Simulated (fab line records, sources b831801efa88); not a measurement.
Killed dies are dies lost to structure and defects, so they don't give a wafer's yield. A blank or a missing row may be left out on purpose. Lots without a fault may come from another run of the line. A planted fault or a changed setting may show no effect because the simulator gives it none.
Problem report in the 8D (eight disciplines) form, filled by code | flow gf180mcu | the parts of the form that need people (team, actions taken, sign-off) are left out

1. THE PROBLEM
NSD_RS at GF_PSD_RS_MEAS_14 reads a mean of 42.60 ohm/sq on 9 wafers of 3 lots; wafers without a fault read 46.12 ohm/sq with a standard deviation of 0.077. That is -46 standard deviations from the usual mean.
The step: measures by four-point-probe.
First seen on wafer L501.1, day 16 19:41, on film_metro-04. The record holds 36 wafers of 12 lots with a number at this step. Rule for "out", or "out of limits": more than 4 standard deviations from the usual mean. The other wafers with a number count as sound.

2. WHAT IT IS AND WHAT IT IS NOT
question                    | is                                          | is not
which readings at this step | NSD_RS                                      | -
which lots                  | L501, L502, L503                            | L495, L497, L499, L500, L508, L510, L511, L512, L517
which wafers of those lots  | all that have a number                      | -
read on which gauges        | film_metro-02, film_metro-03, film_metro-04 | -
when                        | from day 16 19:41                           | up to then (12 sound wafers); but 15 sound wafers of L508, L510, L511, L512, L517 came after

3. SUSPECTS, AND WHAT RULES EACH OUT
Counting: a tool at a process step up to the reading stays a suspect if it ran every lot that is out and no sound lot after the first of them.
- the gauge at GF_PSD_RS_MEAS_14: ruled out. The wafers that are out were read on 3 gauges (film_metro-02, film_metro-03, film_metro-04).
- rtp_anneal-01 at GF_PSD_RTA_13 (time 20 s): ruled out as a lasting fault. Sound lots L510, L511, L512, L517 ran on it after its first lot that is out, L501 (day 16 19:37).
Left after counting: nothing in the record.

4. THE CAUSE (what the simulator had put in)
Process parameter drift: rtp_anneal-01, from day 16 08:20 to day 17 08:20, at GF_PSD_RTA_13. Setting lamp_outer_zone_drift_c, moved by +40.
Counting ruled it out, wrongly: the rule takes a fault to strike every lot that its tool runs from its start on, and this one did not.

5. THE CHAIN OF EFFECTS, in route order
Each row: a reading whose mean over the struck wafers that have a number lies more than 3 standard deviations from the usual. Only readings for which the record gives a usual standard deviation are gone through. hours: the time from each lot's start at the first step in this table that gives one to its start at this step, as a median over the lots. sigmas: the change in usual standard deviations.
hours | step              | reading | usual         | on struck wafers | change | sigmas
0     | GF_PSD_RS_MEAS_14 | NSD_RS  | 46.12 ohm/sq  | 42.60            | -3.52  | -46
0     | GF_PSD_RS_MEAS_15 | PSD_RS  | 108.51 ohm/sq | 98.32            | -10.19 | -42
Later measuring or inspecting steps at which every struck wafer that the step has a row for has a number for every such reading, and none has moved that far: GF_M1_RS_MEAS_05.

6. WHAT WOULD HAVE CAUGHT IT SOONER
In this record the first reading out of limits at a measuring or inspecting step was taken at day 16 19:41, 11 hours after the fault began at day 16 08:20.
Of the tool readings at GF_PSD_RTA_13 for which the record gives a usual standard deviation, none was out on any struck wafer, so an alarm limit of 4 standard deviations on them would not have fired.
